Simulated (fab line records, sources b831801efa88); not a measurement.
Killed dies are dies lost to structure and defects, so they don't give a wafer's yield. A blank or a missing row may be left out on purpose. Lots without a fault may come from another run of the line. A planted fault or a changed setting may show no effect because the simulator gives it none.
Which tool did it? | flow gf180mcu | 7 lots, 21 wafers sampled, at 1 step of a route of 602

WHAT THE GAUGES READ, wafer by wafer
GF_STI_THK_MEAS_02.
lot  | measured    | on            | STI_OXIDATION_THK (nm)
L809 | day 1 17:21 | film_metro-03 | 9.90 9.97 10.06
L811 | day 2 04:07 | film_metro-01 | 10.36 10.37 10.43
L816 | day 3 03:59 | film_metro-01 | 10.28 10.28 10.23
L820 | day 3 23:56 | film_metro-03 | 10.34 10.30 10.36
L822 | day 4 10:05 | film_metro-01 | 10.13 10.19 10.08
L827 | day 5 11:53 | film_metro-02 | 9.98 10.01 10.13
L831 | day 6 08:05 | film_metro-02 | 10.40 10.38 10.25

WHICH TOOL RAN EACH LOT (tool, then ch and the chambers of the sampled wafers, then the start)
The record holds no process step before these readings.

THE ANSWER, worked out from the rows above alone
Rule: what is usual is taken from the lots themselves. Put in order of their means at a reading, lots are off if they are a third of the lots or fewer, leave a main group of 4 or more, and stand apart from it by a gap of 3 or more times the standard deviation of the main group's means; of several such gaps the widest counts. A main group whose means are all the same, to the digits that the tables above print for the reading, isn't used. A lot without any number at a reading at which 4 lots or more have one is off too. The other lots that the step has rows for count as sound.
No lot is off at any reading shown: from this, nothing can be told.

WHAT THE SIMULATOR HAD PUT IN
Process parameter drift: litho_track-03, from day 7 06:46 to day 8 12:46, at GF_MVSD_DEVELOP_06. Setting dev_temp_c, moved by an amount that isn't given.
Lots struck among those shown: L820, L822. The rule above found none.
